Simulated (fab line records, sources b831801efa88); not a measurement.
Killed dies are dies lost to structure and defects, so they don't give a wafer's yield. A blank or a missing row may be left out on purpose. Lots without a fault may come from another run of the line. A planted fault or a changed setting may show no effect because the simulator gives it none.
A struck lot beside a sound one | flow gf180mcu | 15 steps out of a route of 602
Sound: wafers L905.1, L905.3, L905.4. Struck: wafers L896.2, L896.4, L896.6. The cause comes at the end.
At each step with rows: each side's tool, then ch and its chambers, then its first start. Under that, the readings that differ: sound wafers | struck wafers | difference of the means | sigmas: that difference in standard deviations of wafers without a fault.
alike: readings whose means differ by less than 2 such deviations, and words and numbers that are the same on both sides. not compared: withheld readings, readings that some wafer has no value for, bounds like >300 that may hide the same value, and numbers for which the record gives no deviation and whose values overlap.
The two part at a step that has a row with sigmas, a row that says differs or no value, or rows on one side only. Numbers that don't overlap but have no deviation are shown without sigmas and don't part them. A reading that every wafer of one side lacks parts them only if that side has two wafers or more.

GF_SAB_CVD_00: deposits SiO2 from TEOS, target thk 50 nm, time 4.9302 s.
  sound on pecvd-03 ch 0,2, day 21 15:22; struck on pecvd-01 ch 0,1, day 18 17:53
  alike: heater_power_w, rf_fwd_power_W
GF_SAB_THK_MEAS_01:
  sound on film_metro-04, day 21 15:23; struck on film_metro-03, day 18 17:55
  alike: SAB_CVD_00_THK
then, 7 steps without rows for these wafers: GF_SAB_DEHYDRATE_02 (time 60 s); GF_SAB_HMDS_03 (prime time 60 s); GF_SAB_COAT_04 (resist thk 1000 nm); GF_SAB_SOFTBAKE_05 (time 60 s); GF_SAB_EXPOSE_06 (exposes mask SAB, target cd 420 nm); GF_SAB_PEB_07; GF_SAB_DEVELOP_08 (develop time 60 s).
GF_SAB_CD_MEAS_09: target cd 420 nm.
  sound on cd_sem-02, day 22 14:49; struck on cd_sem-02, day 19 17:28
  reading    | sound             | struck            | difference | sigmas
  cd_nm (nm) | 423.1 423.0 420.6 | 416.8 416.5 418.1 | -5.1       | -2
GF_SAB_OVL_MEAS_10:
  sound on overlay-01, day 22 14:56; struck on overlay-02, day 19 17:34
  alike: SAB_OVL
GF_SAB_ETCH_11: etches SiO2 in C4F8/O2/Ar, target depth 55 nm, time 8.5 s.
  sound on rie_diel-03 ch 0,1,2, day 22 14:58; struck on rie_diel-04 ch 0,2,3, day 19 17:36
  alike: bias_w, chamber_pressure_mTorr, oes_product_au, rf_fwd_power_W
  not compared: rf_hours_counter_h
GF_SAB_WET_ETCH_12: etches SiO2 in dHF, target depth 22 nm, time 440 s.
  sound on wet_bench-04 ch 1, day 22 14:59; struck on wet_bench-01 ch 2, day 19 17:37
  no value came back on the struck wafers for bath_heat_duty_pct (%), run_length_s (s), temp_c (C), time_s (s); on the sound wafers bath_heat_duty_pct (%) reads 6.7 6.6 6.3
  reading                              | sound           | struck            | difference | sigmas
  model.SiO2_of_STI_CVD_23.thk_nm (nm) | 338.3 338 338.7 | 361.9 361.7 361.7 | +23.4      |
GF_SAB_STRIP_13: strips in O2/N2.
  sound on plasma_asher-01 ch 0,1, day 22 15:08; struck on plasma_asher-01 ch 0,1, day 19 17:45
  alike: drypump_motor_current_A, heater_power_w, oes_product_au, strip_time_to_endpoint_s
  not compared: rf_hours_counter_h
-- the record jumps here: 13 days lie between the struck wafers' starts before and after (it left off in module SAB and takes up again in module PASSIVATION, whose first step shown is number 602 of the route) --
GF_PASSIVATION_PROBE_99:
  the record has rows for the struck wafers here (prober-01, day 32 20:20) and none for the sound ones

WHERE THEY PART
First at GF_SAB_CD_MEAS_09; last, within this record, at GF_PASSIVATION_PROBE_99.

WHY: what the simulator had put in
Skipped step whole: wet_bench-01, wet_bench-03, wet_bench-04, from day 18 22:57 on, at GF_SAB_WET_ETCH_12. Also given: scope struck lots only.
